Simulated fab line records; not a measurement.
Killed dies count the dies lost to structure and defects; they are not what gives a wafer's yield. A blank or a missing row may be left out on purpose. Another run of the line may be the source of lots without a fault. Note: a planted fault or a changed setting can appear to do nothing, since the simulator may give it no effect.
fab line records || flow gf180mcu
record: {"lots": 6, "wafers": 18, "lastDay": 34}
route steps=602 shown HV_LDD@207
lots untouched by any fault: they come from a run of this same line in which no faults occurred
startH: start of the lot's first displayed wafer, in hours after the record's first day || waitH: hours elapsed since this lot's preceding step || " the same as in the row above || L1.1+2: a row that stands for several wafers || - no value, or no start was given || * or withheld: withheld || < > ~ a bound
route shown NAME@n: names a module that has steps shown in the file, with the first one's number in the route || usual: average and standard deviation across the fault-free wafers || same: alike in all rows || chamber/n: place in a boat || sites: each site's reading || _std_site: standard deviation across them || _edge_site: outer sites' mean less inner sites' || radiusMm: for every site, how far away it sits from the centre of the wafer || mask NAME#n: copy n || behind: the last tool/chamber to shape the wafer || hold: the reason the lot was held/the length of the hold in hours/how it ended || device: whichever transistor did not switch (one of n, p or np) || end of line: tests run on the same wafers once the route is complete || step lacking rows: just its recipe || killed: dies lost to structure and defects at the first sort, not the wafer's yield || map: the dies of a wafer, with x for killed, . for not killed, _ for no die there
set.NAME: the run value of the setting; set.NAME@STEP: its run value at that earlier step || model.NAME: the simulator's own value behind a step, which no gauge read
certain route steps with their lots: each step a table, each wafer a row
services: from which hour (startH, from the record's first day; less than 0 if before it) a tool's chamber was out of use, for how many hours, and why
== steps ==
step: GF_HV_LDD_CD_MEAS_31
recipe: {"targetCdNm": 400}
usual: {"cdNm": "399.7/2.4"}
{"lot.wafer": "L247.1", "tool": "cdSem-02", "chamber": "-", "startH": 280.70, "waitH": 0.1, "cdNm": 401.1}
{"lot.wafer": "L247.4", "tool": "cdSem-02", "chamber": "-", "startH": 280.70, "waitH": 0.1, "cdNm": 400.1}
{"lot.wafer": "L247.5", "tool": "cdSem-02", "chamber": "-", "startH": 280.70, "waitH": 0.1, "cdNm": 400.4}
{"lot.wafer": "L257.1", "tool": "cdSem-01", "chamber": "-", "startH": 353.25, "waitH": 0.1, "cdNm": 397.3}
{"lot.wafer": "L257.3", "tool": "cdSem-01", "chamber": "-", "startH": 353.25, "waitH": 0.1, "cdNm": 399.3}
{"lot.wafer": "L257.6", "tool": "cdSem-01", "chamber": "-", "startH": 353.25, "waitH": 0.1, "cdNm": 400.8}
{"lot.wafer": "L261.2", "tool": "cdSem-02", "chamber": "-", "startH": 384.32, "waitH": 0.1, "cdNm": 396.6}
{"lot.wafer": "L261.3", "tool": "cdSem-02", "chamber": "-", "startH": 384.32, "waitH": 0.1, "cdNm": 397.4}
{"lot.wafer": "L261.5", "tool": "cdSem-02", "chamber": "-", "startH": 384.32, "waitH": 0.1, "cdNm": 398.4}
{"lot.wafer": "L262.2", "tool": "cdSem-02", "chamber": "-", "startH": 398.08, "waitH": 0.2, "cdNm": 396.2}
{"lot.wafer": "L262.3", "tool": "cdSem-02", "chamber": "-", "startH": 398.08, "waitH": 0.2, "cdNm": 397.8}
{"lot.wafer": "L262.6", "tool": "cdSem-02", "chamber": "-", "startH": 398.08, "waitH": 0.2, "cdNm": 402.2}
{"lot.wafer": "L266.1", "tool": "cdSem-02", "chamber": "-", "startH": 427.64, "waitH": 0.2, "cdNm": 396.6}
{"lot.wafer": "L266.5", "tool": "cdSem-02", "chamber": "-", "startH": 427.64, "waitH": 0.2, "cdNm": 397.4}
{"lot.wafer": "L266.6", "tool": "cdSem-02", "chamber": "-", "startH": 427.64, "waitH": 0.2, "cdNm": 395.7}
{"lot.wafer": "L267.1", "tool": "cdSem-02", "chamber": "-", "startH": 434.70, "waitH": 0.1, "cdNm": 400.1}
{"lot.wafer": "L267.2", "tool": "cdSem-02", "chamber": "-", "startH": 434.70, "waitH": 0.1, "cdNm": 401.4}
{"lot.wafer": "L267.4", "tool": "cdSem-02", "chamber": "-", "startH": 434.70, "waitH": 0.1, "cdNm": 402.0}
step: GF_HV_LDD_OVL_MEAS_32
usual: {"HV_LDD_02_OVL": "-1.0/1.3"}
{"lot.wafer": "L247.1", "tool": "overlay-01", "chamber": "-", "startH": 280.82, "waitH": 0.1, "HV_LDD_02_OVL[nm]": -1.2}
{"lot.wafer": "L247.4", "tool": "overlay-01", "chamber": "-", "startH": 280.82, "waitH": 0.1, "HV_LDD_02_OVL[nm]": -0.9}
{"lot.wafer": "L247.5", "tool": "overlay-01", "chamber": "-", "startH": 280.82, "waitH": 0.1, "HV_LDD_02_OVL[nm]": -1.3}
{"lot.wafer": "L257.1", "tool": "overlay-01", "chamber": "-", "startH": 353.37, "waitH": 0.1, "HV_LDD_02_OVL[nm]": -0.9}
{"lot.wafer": "L257.3", "tool": "overlay-01", "chamber": "-", "startH": 353.37, "waitH": 0.1, "HV_LDD_02_OVL[nm]": -2.3}
{"lot.wafer": "L257.6", "tool": "overlay-01", "chamber": "-", "startH": 353.37, "waitH": 0.1, "HV_LDD_02_OVL[nm]": -1.1}
{"lot.wafer": "L261.2", "tool": "overlay-01", "chamber": "-", "startH": 384.43, "waitH": 0.1, "HV_LDD_02_OVL[nm]": 0.1}
{"lot.wafer": "L261.3", "tool": "overlay-01", "chamber": "-", "startH": 384.43, "waitH": 0.1, "HV_LDD_02_OVL[nm]": -0.7}
{"lot.wafer": "L261.5", "tool": "overlay-01", "chamber": "-", "startH": 384.43, "waitH": 0.1, "HV_LDD_02_OVL[nm]": -0.9}
{"lot.wafer": "L262.2", "tool": "overlay-02", "chamber": "-", "startH": 398.18, "waitH": 0.1, "HV_LDD_02_OVL[nm]": -0.4}
{"lot.wafer": "L262.3", "tool": "overlay-02", "chamber": "-", "startH": 398.18, "waitH": 0.1, "HV_LDD_02_OVL[nm]": -1.3}
{"lot.wafer": "L262.6", "tool": "overlay-02", "chamber": "-", "startH": 398.18, "waitH": 0.1, "HV_LDD_02_OVL[nm]": 0.8}
{"lot.wafer": "L266.1", "tool": "overlay-02", "chamber": "-", "startH": 427.76, "waitH": 0.1, "HV_LDD_02_OVL[nm]": -1.5}
{"lot.wafer": "L266.5", "tool": "overlay-02", "chamber": "-", "startH": 427.76, "waitH": 0.1, "HV_LDD_02_OVL[nm]": -0.5}
{"lot.wafer": "L266.6", "tool": "overlay-02", "chamber": "-", "startH": 427.76, "waitH": 0.1, "HV_LDD_02_OVL[nm]": -2.4}
{"lot.wafer": "L267.1", "tool": "overlay-02", "chamber": "-", "startH": 434.82, "waitH": 0.1, "HV_LDD_02_OVL[nm]": 0.1}
{"lot.wafer": "L267.2", "tool": "overlay-02", "chamber": "-", "startH": 434.82, "waitH": 0.1, "HV_LDD_02_OVL[nm]": -1.4}
{"lot.wafer": "L267.4", "tool": "overlay-02", "chamber": "-", "startH": 434.82, "waitH": 0.1, "HV_LDD_02_OVL[nm]": -0.1}
step: GF_HV_LDD_IMPLANT_33
recipe: {"species": "P", "energyKev": 60, "doseCm2": 7.5e+12, "tiltDeg": 30, "rotationDeg": 0}
step: GF_HV_LDD_IMPLANT_34
recipe: {"species": "P", "energyKev": 60, "doseCm2": 7.5e+12, "tiltDeg": 30, "rotationDeg": 90}
step: GF_HV_LDD_IMPLANT_35
recipe: {"species": "P", "energyKev": 60, "doseCm2": 7.5e+12, "tiltDeg": 30, "rotationDeg": 180}
step: GF_HV_LDD_IMPLANT_36
recipe: {"species": "P", "energyKev": 60, "doseCm2": 7.5e+12, "tiltDeg": 30, "rotationDeg": 270}
step: GF_HV_LDD_STRIP_37
recipe: {"chemistry": "O2/N2", "powerW": 1400, "pressureMtorr": 1500, "platenTempC": 250, "o2FlowSccm": 3000, "n2FlowSccm": 300, "overashFraction": 0.5}
usual: {"drypumpMotorCurrentA": "5.8/0.47", "heaterPowerW": "334/8.8", "oesProductAu": "0.716/0.0047", "stripTimeToEndpointS": "12.64/0.04"}
{"lot.wafer": "L247.1", "tool": "plasmaAsher-02", "chamber": 0, "startH": 281.46, "waitH": 0.1, "drypumpMotorCurrentA": 5.4, "heaterPowerW": 355, "oesProductAu": 0.717, "rfHoursCounterH": 49, "stripTimeToEndpointS": 12.60}
{"lot.wafer": "L247.4", "tool": "plasmaAsher-02", "chamber": 1, "startH": 281.46, "waitH": 0.1, "drypumpMotorCurrentA": 6.3, "heaterPowerW": 336, "oesProductAu": 0.717, "rfHoursCounterH": "-", "stripTimeToEndpointS": 12.59}
{"lot.wafer": "L247.5", "tool": "plasmaAsher-02", "chamber": 1, "startH": 281.46, "waitH": 0.1, "drypumpMotorCurrentA": 6.4, "heaterPowerW": 346, "oesProductAu": 0.721, "rfHoursCounterH": "-", "stripTimeToEndpointS": 12.61}
{"lot.wafer": "L257.1", "tool": "plasmaAsher-04", "chamber": 1, "startH": 354.01, "waitH": 0.1, "drypumpMotorCurrentA": 6.6, "heaterPowerW": 339, "oesProductAu": 0.725, "rfHoursCounterH": 25, "stripTimeToEndpointS": 12.62}
{"lot.wafer": "L257.3", "tool": "plasmaAsher-04", "chamber": 0, "startH": 354.01, "waitH": 0.1, "drypumpMotorCurrentA": 5.9, "heaterPowerW": 333, "oesProductAu": 0.719, "rfHoursCounterH": "-", "stripTimeToEndpointS": 12.64}
{"lot.wafer": "L257.6", "tool": "plasmaAsher-04", "chamber": 1, "startH": 354.01, "waitH": 0.1, "drypumpMotorCurrentA": 6.6, "heaterPowerW": 331, "oesProductAu": 0.713, "rfHoursCounterH": "-", "stripTimeToEndpointS": 12.66}
{"lot.wafer": "L261.2", "tool": "plasmaAsher-01", "chamber": 1, "startH": 385.06, "waitH": 0.1, "drypumpMotorCurrentA": 5.4, "heaterPowerW": 334, "oesProductAu": 0.715, "rfHoursCounterH": 72, "stripTimeToEndpointS": 12.68}
{"lot.wafer": "L261.3", "tool": "plasmaAsher-01", "chamber": 1, "startH": 385.06, "waitH": 0.1, "drypumpMotorCurrentA": 5.4, "heaterPowerW": 321, "oesProductAu": 0.707, "rfHoursCounterH": "-", "stripTimeToEndpointS": 12.65}
{"lot.wafer": "L261.5", "tool": "plasmaAsher-01", "chamber": 1, "startH": 385.06, "waitH": 0.1, "drypumpMotorCurrentA": 5.4, "heaterPowerW": 339, "oesProductAu": 0.713, "rfHoursCounterH": "-", "stripTimeToEndpointS": 12.69}
{"lot.wafer": "L262.2", "tool": "plasmaAsher-02", "chamber": 0, "startH": 398.81, "waitH": 0.1, "drypumpMotorCurrentA": 5.4, "heaterPowerW": 353, "oesProductAu": 0.720, "rfHoursCounterH": 62, "stripTimeToEndpointS": 12.63}
{"lot.wafer": "L262.3", "tool": "plasmaAsher-02", "chamber": 1, "startH": 398.81, "waitH": 0.1, "drypumpMotorCurrentA": 6.4, "heaterPowerW": 345, "oesProductAu": 0.724, "rfHoursCounterH": "-", "stripTimeToEndpointS": 12.61}
{"lot.wafer": "L262.6", "tool": "plasmaAsher-02", "chamber": 0, "startH": 398.81, "waitH": 0.1, "drypumpMotorCurrentA": 5.3, "heaterPowerW": 352, "oesProductAu": 0.712, "rfHoursCounterH": "-", "stripTimeToEndpointS": 12.57}
{"lot.wafer": "L266.1", "tool": "plasmaAsher-01", "chamber": 0, "startH": 428.40, "waitH": 0.1, "drypumpMotorCurrentA": 5.5, "heaterPowerW": 325, "oesProductAu": 0.712, "rfHoursCounterH": 77, "stripTimeToEndpointS": 12.64}
{"lot.wafer": "L266.5", "tool": "plasmaAsher-01", "chamber": 1, "startH": 428.40, "waitH": 0.1, "drypumpMotorCurrentA": 5.4, "heaterPowerW": 338, "oesProductAu": 0.712, "rfHoursCounterH": "-", "stripTimeToEndpointS": 12.61}
{"lot.wafer": "L266.6", "tool": "plasmaAsher-01", "chamber": 0, "startH": 428.40, "waitH": 0.1, "drypumpMotorCurrentA": 5.5, "heaterPowerW": 333, "oesProductAu": 0.719, "rfHoursCounterH": "-", "stripTimeToEndpointS": 12.64}
{"lot.wafer": "L267.1", "tool": "plasmaAsher-04", "chamber": 0, "startH": 435.46, "waitH": 0.1, "drypumpMotorCurrentA": 6.0, "heaterPowerW": 325, "oesProductAu": 0.708, "rfHoursCounterH": 35, "stripTimeToEndpointS": 12.68}
{"lot.wafer": "L267.2", "tool": "plasmaAsher-04", "chamber": 1, "startH": 435.46, "waitH": 0.1, "drypumpMotorCurrentA": 6.6, "heaterPowerW": 336, "oesProductAu": 0.721, "rfHoursCounterH": 35, "stripTimeToEndpointS": 12.66}
{"lot.wafer": "L267.4", "tool": "plasmaAsher-04", "chamber": 0, "startH": 435.46, "waitH": 0.1, "drypumpMotorCurrentA": 5.9, "heaterPowerW": 324, "oesProductAu": 0.716, "rfHoursCounterH": "-", "stripTimeToEndpointS": 12.63}
step: GF_HV_LDD_TW_MEAS_38
usual: {"HV_LDD_3_TW": "1436/20"}
{"lot.wafer": "L247.1", "tool": "filmMetro-04", "chamber": "-", "startH": 281.56, "waitH": 0.1, "HV_LDD_3_TW": 1450}
{"lot.wafer": "L247.4", "tool": "filmMetro-04", "chamber": "-", "startH": 281.56, "waitH": 0.1, "HV_LDD_3_TW": 1456}
{"lot.wafer": "L247.5", "tool": "filmMetro-04", "chamber": "-", "startH": 281.56, "waitH": 0.1, "HV_LDD_3_TW": 1460}
{"lot.wafer": "L257.1", "tool": "filmMetro-01", "chamber": "-", "startH": 354.11, "waitH": 0.1, "HV_LDD_3_TW": 1422}
{"lot.wafer": "L257.3", "tool": "filmMetro-01", "chamber": "-", "startH": 354.11, "waitH": 0.1, "HV_LDD_3_TW": 1434}
{"lot.wafer": "L257.6", "tool": "filmMetro-01", "chamber": "-", "startH": 354.11, "waitH": 0.1, "HV_LDD_3_TW": 1431}
{"lot.wafer": "L261.2", "tool": "filmMetro-01", "chamber": "-", "startH": 385.17, "waitH": 0.1, "HV_LDD_3_TW": 1411}
{"lot.wafer": "L261.3", "tool": "filmMetro-01", "chamber": "-", "startH": 385.17, "waitH": 0.1, "HV_LDD_3_TW": 1415}
{"lot.wafer": "L261.5", "tool": "filmMetro-01", "chamber": "-", "startH": 385.17, "waitH": 0.1, "HV_LDD_3_TW": 1415}
{"lot.wafer": "L262.2", "tool": "filmMetro-01", "chamber": "-", "startH": 398.92, "waitH": 0.1, "HV_LDD_3_TW": 1415}
{"lot.wafer": "L262.3", "tool": "filmMetro-01", "chamber": "-", "startH": 398.92, "waitH": 0.1, "HV_LDD_3_TW": 1414}
{"lot.wafer": "L262.6", "tool": "filmMetro-01", "chamber": "-", "startH": 398.92, "waitH": 0.1, "HV_LDD_3_TW": 1408}
{"lot.wafer": "L266.1", "tool": "filmMetro-03", "chamber": "-", "startH": 428.50, "waitH": 0.1, "HV_LDD_3_TW": 1424}
{"lot.wafer": "L266.5", "tool": "filmMetro-03", "chamber": "-", "startH": 428.50, "waitH": 0.1, "HV_LDD_3_TW": 1430}
{"lot.wafer": "L266.6", "tool": "filmMetro-03", "chamber": "-", "startH": 428.50, "waitH": 0.1, "HV_LDD_3_TW": 1421}
{"lot.wafer": "L267.1", "tool": "filmMetro-04", "chamber": "-", "startH": 435.56, "waitH": 0.1, "HV_LDD_3_TW": 1454}
{"lot.wafer": "L267.2", "tool": "filmMetro-04", "chamber": "-", "startH": 435.56, "waitH": 0.1, "HV_LDD_3_TW": 1450}
{"lot.wafer": "L267.4", "tool": "filmMetro-04", "chamber": "-", "startH": 435.56, "waitH": 0.1, "HV_LDD_3_TW": 1448}
step: GF_HV_LDD_DEHYDRATE_39
recipe: {"tempC": 200, "timeS": 60}
step: GF_HV_LDD_HMDS_40
recipe: {"primeTimeS": 60, "primeTempC": 120}
step: GF_HV_LDD_COAT_41
recipe: {"resist": "NOVOLAK", "spinRpm": 3000, "resistThkNm": 1000}
step: GF_HV_LDD_SOFTBAKE_42
recipe: {"tempC": 90, "timeS": 60, "resist": "NOVOLAK"}
step: GF_HV_LDD_EXPOSE_43
recipe: {"maskId": "Pplus_HV_AREA", "targetCdNm": 400, "na": 0.6, "sourceShape": "conventional", "sigmaOuter": 0.6, "doseMj": 140}
usual: {"exposureDoseMJCm2": "139.98/0.14", "focusOffsetNm": "0.0/0.53", "stageVelMmS": "500.01/0.23"}
{"lot.wafer": "L247.1", "tool": "ilineStepper-01", "chamber": 0, "startH": 291.28, "waitH": "-", "mask": "Pplus_HV_AREA#0", "exposureDoseMJCm2": 139.93, "focusOffsetNm": 0.3, "stageVelMmS": 499.74, "model.HV_LDD.overlayXNm": -1.507}
{"lot.wafer": "L247.4", "tool": "ilineStepper-01", "chamber": 0, "startH": 291.28, "waitH": "-", "mask": "Pplus_HV_AREA#0", "exposureDoseMJCm2": 139.94, "focusOffsetNm": 0.2, "stageVelMmS": 499.61, "model.HV_LDD.overlayXNm": -1.507}
{"lot.wafer": "L247.5", "tool": "ilineStepper-01", "chamber": 0, "startH": 291.28, "waitH": "-", "mask": "Pplus_HV_AREA#0", "exposureDoseMJCm2": 140.05, "focusOffsetNm": 0.8, "stageVelMmS": 499.57, "model.HV_LDD.overlayXNm": -1.507}
{"lot.wafer": "L257.1", "tool": "ilineStepper-01", "chamber": 0, "startH": 365.15, "waitH": "-", "mask": "Pplus_HV_AREA#0", "exposureDoseMJCm2": 139.85, "focusOffsetNm": 0.1, "stageVelMmS": 499.79, "model.HV_LDD.overlayXNm": -0.9079}
{"lot.wafer": "L257.3", "tool": "ilineStepper-01", "chamber": 0, "startH": 365.15, "waitH": "-", "mask": "Pplus_HV_AREA#0", "exposureDoseMJCm2": 140.02, "focusOffsetNm": 0.1, "stageVelMmS": 500.17, "model.HV_LDD.overlayXNm": -0.9079}
{"lot.wafer": "L257.6", "tool": "ilineStepper-01", "chamber": 0, "startH": 365.15, "waitH": "-", "mask": "Pplus_HV_AREA#0", "exposureDoseMJCm2": 139.80, "focusOffsetNm": -0.6, "stageVelMmS": 499.87, "model.HV_LDD.overlayXNm": -0.9079}
{"lot.wafer": "L261.2", "tool": "ilineStepper-01", "chamber": "-", "startH": 396.89, "waitH": "-", "mask": "Pplus_HV_AREA#0", "exposureDoseMJCm2": "-", "focusOffsetNm": "-", "stageVelMmS": "-", "model.HV_LDD.overlayXNm": -0.1399}
{"lot.wafer": "L261.3", "tool": "ilineStepper-01", "chamber": "-", "startH": 396.89, "waitH": "-", "mask": "Pplus_HV_AREA#0", "exposureDoseMJCm2": "-", "focusOffsetNm": "-", "stageVelMmS": "-", "model.HV_LDD.overlayXNm": -0.1399}
{"lot.wafer": "L261.5", "tool": "ilineStepper-01", "chamber": "-", "startH": 396.89, "waitH": "-", "mask": "Pplus_HV_AREA#0", "exposureDoseMJCm2": "-", "focusOffsetNm": "-", "stageVelMmS": "-", "model.HV_LDD.overlayXNm": -0.1399}
{"lot.wafer": "L262.2", "tool": "ilineStepper-01", "chamber": "-", "startH": 410.97, "waitH": "-", "mask": "Pplus_HV_AREA#0", "exposureDoseMJCm2": "-", "focusOffsetNm": "-", "stageVelMmS": "-", "model.HV_LDD.overlayXNm": 0.8028}
{"lot.wafer": "L262.3", "tool": "ilineStepper-01", "chamber": "-", "startH": 410.97, "waitH": "-", "mask": "Pplus_HV_AREA#0", "exposureDoseMJCm2": "-", "focusOffsetNm": "-", "stageVelMmS": "-", "model.HV_LDD.overlayXNm": 0.8028}
{"lot.wafer": "L262.6", "tool": "ilineStepper-01", "chamber": "-", "startH": 410.97, "waitH": "-", "mask": "Pplus_HV_AREA#0", "exposureDoseMJCm2": "-", "focusOffsetNm": "-", "stageVelMmS": "-", "model.HV_LDD.overlayXNm": 0.8028}
{"lot.wafer": "L266.1", "tool": "ilineStepper-02", "chamber": 0, "startH": 440.73, "waitH": "-", "mask": "Pplus_HV_AREA#0", "exposureDoseMJCm2": 140.06, "focusOffsetNm": 0.3, "stageVelMmS": 500.15, "model.HV_LDD.overlayXNm": 0.3252}
{"lot.wafer": "L266.5", "tool": "ilineStepper-02", "chamber": 0, "startH": 440.73, "waitH": "-", "mask": "Pplus_HV_AREA#0", "exposureDoseMJCm2": 139.86, "focusOffsetNm": 0.2, "stageVelMmS": 500.21, "model.HV_LDD.overlayXNm": 0.3252}
{"lot.wafer": "L266.6", "tool": "ilineStepper-02", "chamber": 0, "startH": 440.73, "waitH": "-", "mask": "Pplus_HV_AREA#0", "exposureDoseMJCm2": 140.05, "focusOffsetNm": 0.4, "stageVelMmS": 500.09, "model.HV_LDD.overlayXNm": 0.3252}
{"lot.wafer": "L267.1", "tool": "ilineStepper-01", "chamber": 0, "startH": 447.73, "waitH": "-", "mask": "Pplus_HV_AREA#0", "exposureDoseMJCm2": 139.95, "focusOffsetNm": 0.0, "stageVelMmS": 500.00, "model.HV_LDD.overlayXNm": -0.5996}
{"lot.wafer": "L267.2", "tool": "ilineStepper-01", "chamber": 0, "startH": 447.73, "waitH": "-", "mask": "Pplus_HV_AREA#0", "exposureDoseMJCm2": 140.04, "focusOffsetNm": -0.5, "stageVelMmS": 499.92, "model.HV_LDD.overlayXNm": -0.5996}
{"lot.wafer": "L267.4", "tool": "ilineStepper-01", "chamber": 0, "startH": 447.73, "waitH": "-", "mask": "Pplus_HV_AREA#0", "exposureDoseMJCm2": 139.98, "focusOffsetNm": 0.1, "stageVelMmS": 500.08, "model.HV_LDD.overlayXNm": -0.5996}
step: GF_HV_LDD_PEB_44
recipe: {"tempC": "withheld", "timeS": "*", "resist": "NOVOLAK"}
== services ==
{"tool": "ilineStepper-02", "chamber": 0, "startH": 279.97, "hours": "-", "kind": "calibration"}
{"tool": "ilineStepper-01", "chamber": 0, "startH": 358.97, "hours": "-", "kind": "calibration"}
{"tool": "ilineStepper-01", "chamber": "-", "startH": 377.58, "hours": 1.1, "kind": "repair"}
{"tool": "ilineStepper-01", "chamber": "-", "startH": 392.93, "hours": 1.7, "kind": "pm"}
{"tool": "plasmaAsher-02", "chamber": "-", "startH": 417.28, "hours": 23.2, "kind": "pm"}
{"tool": "ilineStepper-02", "chamber": "-", "startH": 429.53, "hours": 1.7, "kind": "pm"}
== key ==
firstSign: {"step": "GF_HV_LDD_EXPOSE_43", "reading": "toolRecord", "direction": "missing"}
effect none on later readings
modelEffect: {"step": "GF_HV_LDD_EXPOSE_43", "value": "HV_LDD.overlayXNm", "without": -0.2057, "struck": 0.3314}
metAt GF_HV_LDD_EXPOSE_43
struckWafers L261.2,L261.3,L261.5,L262.2,L262.3,L262.6
laterRowsLeftOut L261.2,L261.3,L261.5,L262.2,L262.3,L262.6
sortLeftOut L261.2,L261.3,L261.5,L262.2,L262.3,L262.6
testerLeftOut L261,L262
onsetBetween 365.15 396.89
fault: {"kind": "skippedStepWhole", "tool": "ilineStepper-01", "chamber": "-", "onsetH": 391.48, "steps": "GF_HV_LDD_EXPOSE_43", "scope": "struckLotsOnly"}
testerLeftOut: of these lots the tester's yield and bins aren't shown, on N5 and GAA mostly nor the transistor test; their killed dies are dies lost to structure and defects alone, not to doping, threshold or leakage, so they don't give the yield
sortLeftOut: the simulated sort isn't trusted on such a fault, so these wafers' sort isn't shown, and their yield isn't known
laterRowsLeftOut: the simulator's readings of these wafers behind a module that went badly wrong aren't trusted and aren't shown, but for the sort
